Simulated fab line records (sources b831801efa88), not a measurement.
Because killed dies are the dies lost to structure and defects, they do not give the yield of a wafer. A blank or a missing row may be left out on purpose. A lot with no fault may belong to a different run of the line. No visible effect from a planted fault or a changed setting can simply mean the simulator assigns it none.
fab line records	flow sky130
[record] lots = 13	wafers = 39	lastDay = 50
route steps=708 shown VIA2@522 PAD_OPEN@708
lots untouched by any fault: they come from a run of this same line in which no faults occurred
startH: hours from the record's opening day to when the first of the lot's shown wafers began	waitH: hours from the lot's prior step to this one	" the same as in the row above	L1.1+2: one row covering several wafers at once	- either no value or no given start	* or withheld: withheld	< > ~ a bound
route shown NAME@n: names a module that has steps shown in the file, with the first one's number in the route	usual: mean/standard deviation of fault-free wafers	same: alike in all rows	chamber/n: place in a boat	sites: per-site readings	_std_site: standard deviation across them	_edge_site: the outer-site mean with the inner-site mean subtracted	radiusMm: how far each site lies from the wafer's centre	mask NAME#n: copy n	behind: the last tool/chamber to shape the wafer	hold: reason for holding the lot/hours on hold/outcome of the hold	device: the transistor (n, p or np) that didn't switch	end of line: tests run on the same wafers once the route is complete	step lacking rows: just its recipe	killed: dies lost to structure and defects at the first sort, not the wafer's yield	map: shows each die of a wafer: x if killed, . if not, _ if none is there
set.NAME: setting as actually run; set.NAME@STEP: the setting as run at that earlier step	model.NAME: the simulator's own value behind a step, which no gauge read
steps of the route over a sample of lots; a table a step, a row a wafer
services: when a tool's chamber went out of use (startH, in hours from the record's first day, below 0 if earlier), for how many hours, and the reason
[[steps]]
[step SKY_VIA2_ETCH_15]
[recipe] target = SiO2	chemistry = C4F8/O2/Ar	targetDepthNm = 546	stopOn = TiN	maskMaterial = KrF-thick	sourceW = 1500	biasW = 1200	pressureMtorr = 40	c4f8FlowSccm = withheld	O2_flow_sccm = 6	Ar_flow_sccm = 300	timeS = 84
[usual] biasW = 1200/3.5	chamberPressureMTorr = 40.00/0.035	oesProductAu = 0.939/0.0049
lot.wafer	tool	chamber	startH	waitH	biasW	chamberPressureMTorr	oesProductAu	rfHoursCounterH
L126.1	rieDiel-02	2	860.78	0.0	1203	39.99	0.940	13
L126.4	"	0	"	"	1206	39.99	0.939	16
L126.6	"	3	"	"	1199	39.96	0.941	-
L127.2	rieDiel-01	2	863.13	0.0	1202	39.97	0.940	17
L127.4	"	3	"	"	1200	40.02	0.931	-
L127.5	"	2	"	"	1200	39.97	0.938	-
L132.2	rieDiel-02	1	905.01	0.0	1196	40.02	0.945	13
L132.3	"	3	"	"	1201	39.99	0.931	2
L132.5	"	0	"	"	1202	40.02	0.938	-
L134.1	rieDiel-01	2	913.63	0.0	1199	39.99	0.934	19
L134.3	"	0	"	"	1207	40.04	0.947	18
L134.6	"	3	"	"	1203	40.01	0.942	-
L135.1	rieDiel-02	2	921.59	0.0	1195	39.93	0.947	15
L135.2	"	3	"	"	1199	40.01	0.937	3
L135.4	"	0	"	"	1201	40.04	0.940	18
L136.1	rieDiel-02	0	930.93	0.0	1196	40.05	0.940	18
L136.2	"	3	"	"	1189	39.99	0.937	3
L136.4	"	2	"	"	1202	39.95	0.942	15
L140.1	rieDiel-02	2	954.33	0.0	-	-	-	-
L140.2	"	0	"	"	-	-	-	-
L140.4	"	3	"	"	-	-	-	-
L141.1	rieDiel-01	1	960.53	0.0	-	-	-	-
L141.3	"	2	"	"	-	-	-	-
L141.5	"	3	"	"	-	-	-	-
L143.3	rieDiel-03	1	970.49	0.0	-	-	-	-
L143.4	"	0	"	"	-	-	-	-
L143.6	"	3	"	"	-	-	-	-
L142.2	rieDiel-01	0	971.19	0.0	1199	40.00	0.949	20
L142.3	"	2	"	"	1193	39.98	0.934	21
L142.5	"	3	"	"	1203	39.99	0.941	-
L144.1	rieDiel-03	2	979.73	0.0	1203	40.02	0.943	11
L144.2	"	0	"	"	1198	39.99	0.941	20
L144.3	"	3	"	"	1203	40.04	0.939	13
L147.1	rieDiel-02	2	1000.48	0.0	1202	40.06	0.934	18
L147.5	"	3	"	"	1198	39.91	0.934	-
L147.6	"	0	"	"	1204	39.95	0.940	-
L149.3	rieDiel-01	1	1013.28	0.0	1200	39.96	0.939	3
L149.5	"	1	"	"	1200	40.11	0.933	-
L149.6	"	0	"	"	1197	39.97	0.939	-
[step SKY_VIA2_STRIP_16]
[recipe] chemistry = O2/N2	powerW = 1400	pressureMtorr = 1500	platenTempC = withheld	o2FlowSccm = 3000	n2FlowSccm = 300	overashFraction = 0.5
[usual] drypumpMotorCurrentA = 5.5/0.44	oesProductAu = 0.398/0.0045	stripTimeToEndpointS = 4.049/0.027
lot.wafer	tool	chamber	startH	waitH	drypumpMotorCurrentA	oesProductAu	rfHoursCounterH	stripTimeToEndpointS
L126.1	plasmaAsher-03	1	860.84	0.0	6.2	0.392	104	4.046
L126.4	"	1	"	"	6.2	0.399	-	4.028
L126.6	"	1	"	"	6.2	0.397	-	4.076
L127.2	plasmaAsher-02	1	863.19	0.0	5.9	0.397	45	4.025
L127.4	"	1	"	"	5.9	0.396	-	4.054
L127.5	"	1	"	"	5.9	0.395	-	4.063
L132.2	plasmaAsher-04	0	905.07	0.0	5.5	0.400	80	4.067
L132.3	"	1	"	"	4.9	0.395	-	4.082
L132.5	"	1	"	"	4.9	0.403	-	4.058
L134.1	plasmaAsher-04	0	913.69	0.0	5.5	0.398	81	4.021
L134.3	"	1	"	"	4.9	0.400	-	4.077
L134.6	"	0	"	"	5.5	0.391	-	4.041
L135.1	plasmaAsher-02	1	921.65	0.0	5.9	0.400	51	4.035
L135.2	"	0	"	"	5.2	0.406	51	4.099
L135.4	"	0	"	"	5.2	0.397	-	4.056
L136.1	plasmaAsher-02	1	930.99	0.0	5.9	0.390	51	4.024
L136.2	"	0	"	"	5.2	0.387	51	4.057
L136.4	"	1	"	"	5.9	0.405	-	4.037
L140.1	plasmaAsher-03	1	954.39	0.0	6.2	0.453	112	5.199
L140.2	"	0	"	"	5.3	0.446	112	5.226
L140.4	"	0	"	"	5.3	0.450	-	5.212
L141.1	plasmaAsher-02	1	960.59	0.0	5.9	0.443	54	5.201
L141.3	"	0	"	"	5.2	0.445	-	5.176
L141.5	"	0	"	"	5.2	0.446	-	5.202
L143.3	plasmaAsher-02	0	970.59	0.1	5.2	0.447	-	5.210
L143.4	"	1	"	"	5.9	0.449	-	5.177
L143.6	"	1	"	"	5.9	0.443	-	5.182
L142.2	plasmaAsher-04	0	971.25	0.0	5.5	0.392	87	4.048
L142.3	"	1	"	"	4.9	0.407	-	4.046
L142.5	"	0	"	"	5.5	0.399	-	4.028
L144.1	plasmaAsher-03	0	979.79	0.0	5.3	0.391	115	4.020
L144.2	"	1	"	"	6.2	0.398	115	4.070
L144.3	"	1	"	"	6.2	0.398	-	4.047
L147.1	plasmaAsher-04	0	1000.54	0.0	5.5	0.398	89	4.020
L147.5	"	0	"	"	5.5	0.402	-	4.067
L147.6	"	1	"	"	4.9	0.401	-	4.046
L149.3	plasmaAsher-03	0	1013.37	0.1	5.3	0.395	-	4.036
L149.5	"	1	"	"	6.2	0.388	-	4.038
L149.6	"	0	"	"	5.2	0.397	-	4.031
[step SKY_VIA2_CVD_21]
[recipe] material = W	targetThkNm = 420	timeS = 126.4	tempC = 400	pressureTorr = 40
[usual] heaterPowerW = 797/100
lot.wafer	tool	chamber	startH	waitH	heaterPowerW
L126.1	cvdW-01	1	861.55	0.0	721
L126.4	"	1	"	"	715
L126.6	"	1	"	"	742
L127.2	cvdW-02	1	863.93	0.0	918
L127.4	"	1	"	"	929
L127.5	"	1	"	"	921
L132.2	cvdW-02	0	905.73	0.0	852
L132.3	"	1	"	"	913
L132.5	"	1	"	"	933
L134.1	cvdW-02	0	914.37	0.0	849
L134.3	"	1	"	"	932
L134.6	"	1	"	"	958
L135.1	cvdW-01	0	922.31	0.0	678
L135.2	"	1	"	"	695
L135.4	"	0	"	"	665
L136.1	cvdW-01	0	931.64	0.0	683
L136.2	"	1	"	"	690
L136.4	"	0	"	"	669
L140.1	cvdW-01	0	955.20	0.0	692
L140.2	"	1	"	"	692
L140.4	"	0	"	"	675
L141.1	cvdW-01	1	961.33	0.0	698
L141.3	"	0	"	"	691
L141.5	"	0	"	"	673
L143.3	cvdW-02	1	971.43	0.1	947
L143.4	"	0	"	"	842
L143.6	"	0	"	"	862
L142.2	cvdW-01	0	972.32	0.0	674
L142.3	"	1	"	"	698
L142.5	"	1	"	"	707
L144.1	cvdW-01	0	980.48	0.0	690
L144.2	"	1	"	"	692
L144.3	"	1	"	"	690
L147.1	cvdW-02	1	1001.19	0.0	943
L147.5	"	1	"	"	916
L147.6	"	0	"	"	861
L149.3	cvdW-02	0	1014.04	0.1	854
L149.5	"	1	"	"	911
L149.6	"	0	"	"	875
[step SKY_PAD_OPEN_PROBE_99]
[usual] killed_at_M0_to_M3 = 44/7.3	killed_at_M4_up = 3.4/1.8	killedAtContacts = 24/5.8	killedAtFrontEnd = 15/4.9	killedAtOther = 0.4/0.63	killedDies = 86/11	killedOnRim = 17/3.8	killedOpen = 47/8	killedShort = 39/6.5
[same] grossDies = 492	killedAtBackSide = 0
lot.wafer	tool	chamber	startH	waitH	hold	killed_at_M0_to_M3	killed_at_M4_up	killedAtContacts	killedAtFrontEnd	killedAtOther	killedDies	killedOnRim	killedOpen	killedShort
L126.1	prober-01	-	1084.31	0.1	-	50	2	29	11	2	94	27	55	39
L126.4	prober-01	-	1084.46	0.2	-	50	4	16	10	0	80	19	48	31
L126.6	prober-01	-	1084.56	0.2	-	42	7	33	27	0	109	18	59	50
L127.2	prober-02	-	1089.22	0.1	-	36	3	31	23	0	93	19	52	41
L127.4	prober-02	-	1089.32	0.2	-	57	6	18	11	0	92	20	52	40
L127.5	prober-02	-	1089.37	0.2	-	45	3	10	13	0	71	12	37	34
L132.2	prober-02	-	1120.96	0.1	-	40	2	24	16	0	82	20	53	29
L132.3	prober-02	-	1121.01	0.2	-	45	6	20	5	0	76	16	47	29
L132.5	prober-02	-	1121.11	0.2	-	39	4	20	14	0	77	15	54	22
L134.1	prober-01	-	1127.17	0.1	-	45	2	25	10	1	83	8	40	43
L134.3	prober-01	-	1127.27	0.2	-	46	2	14	11	1	74	17	45	29
L134.6	prober-01	-	1127.42	0.2	-	51	2	31	14	0	98	23	59	39
L135.1	prober-02	-	1135.36	0.1	-	46	2	27	11	0	86	17	37	48
L135.2	prober-02	-	1135.41	0.1	-	29	3	26	21	0	79	11	45	34
L135.4	prober-02	-	1135.51	0.2	-	42	8	31	13	1	95	12	47	48
L136.1	prober-01	-	1142.09	0.1	-	33	5	22	10	0	70	14	41	28
L136.2	prober-01	-	1142.14	0.1	-	36	6	24	20	0	86	20	58	27
L136.4	prober-01	-	1142.24	0.2	-	45	5	19	23	0	92	20	45	46
L140.1	prober-01	-	1157.50	0.1	awaitDispo/3.7h/scrap	449	5	22	16	0	492	96	46	30
L140.2	prober-01	-	1157.55	0.1	awaitDispo/3.7h/scrap	457	3	22	9	1	492	96	43	35
L140.4	prober-01	-	1157.65	0.2	awaitDispo/3.7h/scrap	462	5	16	9	0	492	96	40	28
L141.1	prober-02	-	1164.41	0.1	awaitDispo/1.4h/scrap	452	2	25	13	0	492	96	39	45
L141.3	prober-02	-	1164.51	0.2	awaitDispo/1.4h/scrap	438	5	35	14	0	492	96	59	33
L141.5	prober-02	-	1164.61	0.2	awaitDispo/1.4h/scrap	458	1	21	12	0	492	96	47	35
L143.3	prober-01	-	1170.99	0.2	awaitDispo/3.1h/scrap	439	3	23	27	0	492	96	50	43
L143.4	prober-01	-	1171.04	0.2	awaitDispo/3.1h/scrap	445	4	27	13	3	492	96	43	44
L143.6	prober-01	-	1171.14	0.2	awaitDispo/3.1h/scrap	440	7	31	13	1	492	96	48	42
L142.2	prober-02	-	1173.03	0.1	-	46	0	22	23	1	92	15	55	37
L142.3	prober-02	-	1173.08	0.2	-	52	2	29	22	0	105	20	69	36
L142.5	prober-02	-	1173.18	0.2	-	48	6	29	14	1	98	16	54	43
L144.1	prober-01	-	1177.35	0.1	-	50	5	24	13	1	93	16	54	39
L144.2	prober-01	-	1177.40	0.1	-	40	2	24	15	0	81	21	46	35
L144.3	prober-01	-	1177.45	0.2	-	54	2	25	20	0	101	19	61	40
L147.1	prober-02	-	1191.40	0.1	-	62	3	32	23	1	121	23	73	48
L147.5	prober-02	-	1191.60	0.2	-	53	4	24	11	0	92	18	45	47
L147.6	prober-02	-	1191.65	0.2	-	46	3	21	17	0	87	13	44	43
L149.3	prober-01	-	1200.66	0.2	-	33	4	31	10	0	78	21	45	33
L149.5	prober-01	-	1200.76	0.2	-	33	5	29	10	1	78	15	41	37
L149.6	prober-01	-	1200.81	0.2	-	42	5	33	19	0	99	23	52	47
// killed by level:class
L126.1 VIA1:geometricParticle:open=12 LI_CONTACT:geometricParticle:open=10 VIA3:geometricParticle:open=10 POLY_GATE:geometricParticle:open=6 VIA1:geometricParticle:short=6 VIA2:geometricParticle:open=6 LOCAL_INTERCONNECT:geometricParticle:short=5 CONTACT:geometricParticle:short=5
L126.4 VIA1:geometricParticle:open=16 CONTACT:geometricParticle:open=6 METAL1:geometricParticle:short=6 METAL2:geometricParticle:short=6 VIA2:geometricParticle:open=6 POLY_GATE:geometricParticle:open=5 LI_CONTACT:geometricParticle:open=5 VIA3:geometricParticle:open=5
L126.6 LI_CONTACT:geometricParticle:open=11 CONTACT:geometricParticle:open=10 VIA1:geometricParticle:open=8 METAL2:geometricParticle:short=7 VIA3:geometricParticle:open=7 POLY_GATE:geometricParticle:short=6 LOCAL_INTERCONNECT:geometricParticle:short=6 FIELD_ISO:geometricParticle:short=5
L127.2 CONTACT:geometricParticle:open=10 VIA1:geometricParticle:open=10 VIA3:geometricParticle:open=8 LI_CONTACT:geometricParticle:open=6 LOCAL_INTERCONNECT:geometricParticle:short=6 FIELD_ISO:geometricParticle:open=5 FIELD_ISO:geometricParticle:short=5 CONTACT:geometricParticle:short=5
L127.4 VIA3:geometricParticle:open=11 CONTACT:geometricParticle:open=10 VIA1:geometricParticle:open=10 METAL1:geometricParticle:short=7 VIA2:geometricParticle:open=6 METAL4:geometricParticle:short=5 VIA1:geometricParticle:short=5 VIA2:geometricParticle:short=5
L127.5 VIA1:geometricParticle:open=10 METAL1:geometricParticle:short=8 CONTACT:geometricParticle:short=5 CONTACT:geometricParticle:open=5 VIA2:geometricParticle:open=5 VIA3:geometricParticle:open=5 POLY_GATE:geometricParticle:open=4 VIA1:geometricParticle:short=4
L132.2 VIA1:geometricParticle:open=12 LI_CONTACT:geometricParticle:open=10 CONTACT:geometricParticle:open=8 VIA3:geometricParticle:open=7 METAL1:geometricParticle:short=4 VIA2:geometricParticle:open=4 FIELD_ISO:geometricParticle:short=3 POLY_GATE:geometricParticle:short=3
L132.3 VIA2:geometricParticle:open=9 VIA3:geometricParticle:open=9 LI_CONTACT:geometricParticle:open=7 VIA1:geometricParticle:open=7 CONTACT:geometricParticle:open=6 METAL1:geometricParticle:short=4 VIA2:geometricParticle:short=4 LOCAL_INTERCONNECT:geometricParticle:short=3
L132.5 CONTACT:geometricParticle:open=12 VIA3:geometricParticle:open=11 VIA2:geometricParticle:open=9 FIELD_ISO:geometricParticle:open=5 LI_CONTACT:geometricParticle:open=5 METAL1:geometricParticle:short=5 VIA1:geometricParticle:open=5 METAL1:geometricParticle:open=3
L134.1 CONTACT:geometricParticle:open=9 VIA2:geometricParticle:open=6 VIA1:geometricParticle:short=6 VIA1:geometricParticle:open=6 METAL2:geometricParticle:short=6 LI_CONTACT:geometricParticle:open=5 VIA3:geometricParticle:short=5 VIA3:geometricParticle:open=5
L134.3 VIA3:geometricParticle:open=13 VIA2:geometricParticle:open=8 VIA1:geometricParticle:open=7 CONTACT:geometricParticle:open=6 FIELD_ISO:geometricParticle:short=5 METAL1:geometricParticle:short=5 LI_CONTACT:geometricParticle:open=3 METAL2:geometricParticle:short=3
L134.6 CONTACT:geometricParticle:open=16 VIA3:geometricParticle:open=12 VIA1:geometricParticle:open=8 LI_CONTACT:geometricParticle:open=7 VIA1:geometricParticle:short=7 VIA2:geometricParticle:open=6 POLY_GATE:geometricParticle:short=5 CONTACT:geometricParticle:short=4
L135.1 VIA1:geometricParticle:open=13 METAL2:geometricParticle:short=8 CONTACT:geometricParticle:open=7 METAL1:geometricParticle:short=7 LOCAL_INTERCONNECT:geometricParticle:short=6 VIA3:geometricParticle:open=6 LI_CONTACT:geometricParticle:short=4 LI_CONTACT:geometricParticle:open=4
L135.2 FIELD_ISO:geometricParticle:open=10 CONTACT:geometricParticle:open=9 LOCAL_INTERCONNECT:geometricParticle:short=7 METAL1:geometricParticle:short=6 LI_CONTACT:geometricParticle:open=5 VIA3:geometricParticle:open=5 FIELD_ISO:geometricParticle:short=4 VIA2:geometricParticle:open=4
L135.4 VIA3:geometricParticle:open=9 LI_CONTACT:geometricParticle:open=9 VIA2:geometricParticle:open=8 CONTACT:geometricParticle:open=7 METAL1:geometricParticle:short=7 CONTACT:geometricParticle:short=6 METAL2:geometricParticle:short=5 METAL4:geometricParticle:short=5
L136.1 CONTACT:geometricParticle:open=9 VIA3:geometricParticle:open=6 VIA1:geometricParticle:open=6 LI_CONTACT:geometricParticle:open=5 VIA2:geometricParticle:open=5 METAL4:geometricParticle:short=5 METAL3:geometricParticle:short=4 LOCAL_INTERCONNECT:geometricParticle:short=4
L136.2 VIA1:geometricParticle:open=12 LI_CONTACT:geometricParticle:open=10 VIA2:geometricParticle:open=9 CONTACT:geometricParticle:open=6 POLY_GATE:geometricParticle:open=5 POLY_CUT:geometricParticle:short=4 CONTACT:geometricParticle:short=4 FIELD_ISO:geometricParticle:short=3
L136.4 VIA3:geometricParticle:open=10 VIA2:geometricParticle:short=7 FIELD_ISO:geometricParticle:open=6 CONTACT:geometricParticle:open=6 VIA1:geometricParticle:short=6 VIA2:geometricParticle:open=6 METAL4:geometricParticle:short=5 POLY_GATE:geometricParticle:open=5
L140.1 VIA2:areaEtch=416 VIA2:geometricParticle:open=12 LI_CONTACT:geometricParticle:open=11 VIA1:geometricParticle:open=7 FIELD_ISO:geometricParticle:open=5 FIELD_ISO:geometricParticle:short=4 POLY_GATE:geometricParticle:short=4 METAL1:geometricParticle:short=4
L140.2 VIA2:areaEtch=414 VIA1:geometricParticle:open=11 CONTACT:geometricParticle:open=8 LI_CONTACT:geometricParticle:open=6 VIA2:geometricParticle:open=6 METAL3:geometricParticle:short=5 VIA3:geometricParticle:open=4 VIA1:geometricParticle:short=4
L140.4 VIA2:areaEtch=424 VIA2:geometricParticle:open=8 CONTACT:geometricParticle:open=7 VIA1:geometricParticle:open=6 FIELD_ISO:geometricParticle:open=5 METAL2:geometricParticle:short=5 VIA3:geometricParticle:open=5 METAL1:geometricParticle:short=4
L141.1 VIA2:areaEtch=408 VIA1:geometricParticle:open=11 CONTACT:geometricParticle:open=9 METAL1:geometricParticle:short=8 FIELD_ISO:geometricParticle:short=5 LOCAL_INTERCONNECT:geometricParticle:short=5 VIA2:geometricParticle:short=5 VIA2:geometricParticle:open=5
L141.3 VIA2:areaEtch=400 CONTACT:geometricParticle:open=14 VIA1:geometricParticle:open=11 LI_CONTACT:geometricParticle:open=9 VIA3:geometricParticle:open=9 VIA1:geometricParticle:short=5 LI_CONTACT:geometricParticle:short=5 FIELD_ISO:geometricParticle:short=4
L141.5 VIA2:areaEtch=410 VIA1:geometricParticle:open=11 VIA3:geometricParticle:open=8 CONTACT:geometricParticle:open=8 VIA2:geometricParticle:short=6 VIA2:geometricParticle:open=5 FIELD_ISO:geometricParticle:short=4 POLY_GATE:geometricParticle:open=4
L143.3 VIA2:areaEtch=399 CONTACT:geometricParticle:open=9 VIA1:geometricParticle:open=9 POLY_GATE:geometricParticle:open=8 VIA2:geometricParticle:open=8 METAL2:geometricParticle:short=6 FIELD_ISO:geometricParticle:short=5 LOCAL_INTERCONNECT:geometricParticle:short=5
L143.4 VIA2:areaEtch=403 VIA1:geometricParticle:open=10 LI_CONTACT:geometricParticle:open=8 METAL2:geometricParticle:short=8 VIA1:geometricParticle:short=7 LOCAL_INTERCONNECT:geometricParticle:short=6 VIA2:geometricParticle:open=6 METAL1:geometricParticle:short=5
L143.6 VIA2:areaEtch=401 CONTACT:geometricParticle:open=10 LI_CONTACT:geometricParticle:open=9 VIA3:geometricParticle:open=7 METAL1:geometricParticle:short=7 LI_CONTACT:geometricParticle:short=6 VIA1:geometricParticle:short=6 VIA1:geometricParticle:open=6
L142.2 VIA1:geometricParticle:open=11 LI_CONTACT:geometricParticle:open=9 VIA2:geometricParticle:open=9 POLY_GATE:geometricParticle:open=7 METAL2:geometricParticle:short=6 FIELD_ISO:geometricParticle:short=5 FIELD_ISO:geometricParticle:open=5 LI_CONTACT:geometricParticle:short=5
L142.3 VIA1:geometricParticle:open=15 VIA2:geometricParticle:open=11 CONTACT:geometricParticle:open=11 VIA3:geometricParticle:open=8 POLY_GATE:geometricParticle:open=7 LI_CONTACT:geometricParticle:open=7 METAL2:geometricParticle:short=7 FIELD_ISO:geometricParticle:open=6
L142.5 LI_CONTACT:geometricParticle:open=12 VIA1:geometricParticle:open=11 VIA2:geometricParticle:open=10 CONTACT:geometricParticle:open=7 METAL2:geometricParticle:short=7 VIA2:geometricParticle:short=5 METAL4:geometricParticle:short=5 FIELD_ISO:geometricParticle:short=4
L144.1 VIA1:geometricParticle:open=12 CONTACT:geometricParticle:open=10 VIA2:geometricParticle:open=10 FIELD_ISO:geometricParticle:short=6 LI_CONTACT:geometricParticle:open=6 METAL1:geometricParticle:short=6 METAL1:geometricParticle:open=5 METAL4:geometricParticle:short=5
L144.2 CONTACT:geometricParticle:open=11 VIA2:geometricParticle:open=10 VIA1:geometricParticle:open=7 LI_CONTACT:geometricParticle:open=6 METAL2:geometricParticle:short=6 FIELD_ISO:geometricParticle:short=4 LI_CONTACT:geometricParticle:short=4 METAL1:geometricParticle:short=4
L144.3 CONTACT:geometricParticle:open=12 VIA1:geometricParticle:open=12 VIA3:geometricParticle:open=9 METAL1:geometricParticle:short=8 VIA1:geometricParticle:short=7 VIA2:geometricParticle:open=7 POLY_GATE:geometricParticle:short=6 LI_CONTACT:geometricParticle:open=6
L147.1 VIA1:geometricParticle:open=18 CONTACT:geometricParticle:open=11 VIA3:geometricParticle:open=11 FIELD_ISO:geometricParticle:short=8 LI_CONTACT:geometricParticle:open=8 VIA1:geometricParticle:short=6 METAL2:geometricParticle:short=6 FIELD_ISO:geometricParticle:open=5
L147.5 VIA1:geometricParticle:open=15 CONTACT:geometricParticle:open=9 VIA2:geometricParticle:short=8 VIA1:geometricParticle:short=6 METAL2:geometricParticle:short=6 LOCAL_INTERCONNECT:geometricParticle:short=5 VIA2:geometricParticle:open=5 FIELD_ISO:geometricParticle:short=4
L147.6 CONTACT:geometricParticle:short=8 VIA2:geometricParticle:open=8 LI_CONTACT:geometricParticle:open=7 FIELD_ISO:geometricParticle:open=6 METAL1:geometricParticle:short=6 POLY_GATE:geometricParticle:open=5 VIA1:geometricParticle:short=5 VIA1:geometricParticle:open=5
L149.3 LI_CONTACT:geometricParticle:open=11 CONTACT:geometricParticle:open=6 VIA1:geometricParticle:open=6 LOCAL_INTERCONNECT:geometricParticle:short=5 METAL3:geometricParticle:short=5 VIA2:geometricParticle:open=5 VIA3:geometricParticle:open=5 FIELD_ISO:geometricParticle:open=4
L149.5 CONTACT:geometricParticle:open=12 VIA1:geometricParticle:open=7 VIA3:geometricParticle:open=7 LOCAL_INTERCONNECT:geometricParticle:short=6 CONTACT:geometricParticle:short=5 FIELD_ISO:geometricParticle:short=4 METAL1:geometricParticle:short=4 LI_CONTACT:geometricParticle:open=3
L149.6 CONTACT:geometricParticle:open=9 LI_CONTACT:geometricParticle:open=8 VIA1:geometricParticle:open=8 LOCAL_INTERCONNECT:geometricParticle:short=7 METAL1:geometricParticle:short=7 VIA1:geometricParticle:short=6 METAL2:geometricParticle:short=6 CONTACT:geometricParticle:short=5
[[services]]
tool	chamber	startH	hours	kind
rieDiel-02	0	838.16	15.1	repair
cvdW-02	-	842.24	0.9	repair
rieDiel-03	2	844.20	5.2	repair
rieDiel-03	1	846.24	2.2	repair
rieDiel-03	-	849.36	14.6	pm
rieDiel-01	-	853.16	1.7	repair
cvdW-01	0	860.37	10.2	repair
cvdW-01	1	865.92	8.0	repair
cvdW-02	-	868.00	0.5	repair
plasmaAsher-02	-	883.63	2.8	pm
rieDiel-01	1	884.89	-	clean
cvdW-01	-	904.00	14.0	pm
cvdW-01	0	904.00	14.0	ventCycle
cvdW-01	1	904.00	14.0	ventCycle
cvdW-01	1	904.62	3.2	repair
rieDiel-01	3	910.74	1.6	repair
cvdW-01	0	918.00	-	clean
cvdW-01	1	918.00	-	clean
rieDiel-03	-	944.98	15.6	pm
plasmaAsher-04	-	952.03	2.8	pm
cvdW-01	-	952.27	2.3	repair
plasmaAsher-04	-	957.08	2.3	repair
rieDiel-02	3	969.25	22.4	repair
plasmaAsher-04	-	979.60	3.0	repair
[[key]]
[firstSign] step = SKY_VIA2_ETCH_15	reading = toolRecord	direction = missing
[effect] step = SKY_VIA2_STRIP_16	reading = stripTimeToEndpointS	direction = up	sigmas = 43	usual = *	struck = *
[effect] step = SKY_PAD_OPEN_PROBE_99	reading = killed_at_M0_to_M3	direction = up	sigmas = 56	usual = 44	struck = 449
[moreKillsBornAt] SKY_VIA2_ETCH_15@rieDiel-02 = 1254	SKY_VIA2_ETCH_15@rieDiel-01 = 1218	SKY_VIA2_ETCH_15@rieDiel-03 = 1203
metAt SKY_VIA2_ETCH_15
struckLots L140,L141,L143
laterRowsLeftOut L140.1,L140.2,L140.4,L141.1,L141.3,L141.5,L143.3,L143.4,L143.6
testerLeftOut L141,L143
notActingAt SKY_VIA2_CVD_21
onsetBetween 930.93 954.33
[earlierFault] kind = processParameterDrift	tool = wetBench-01	chamber = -	onsetH = 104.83	steps = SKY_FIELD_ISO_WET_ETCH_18	channel = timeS	offset = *	shape = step	endH = 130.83	actsIn = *	stated = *
[fault] kind = skippedStepWhole	tool = rieDiel-01,rieDiel-02,rieDiel-03	chamber = -	onsetH = 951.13	steps = SKY_VIA2_ETCH_15	scope = struckLotsOnly
// testerLeftOut: of these lots the tester's yield and bins aren't shown, on N5 and GAA mostly nor the transistor test; their killed dies are dies lost to structure and defects alone, not to doping, threshold or leakage, so they don't give the yield
// laterRowsLeftOut: the simulator's readings of these wafers behind a module that went badly wrong aren't trusted and aren't shown, but for the sort
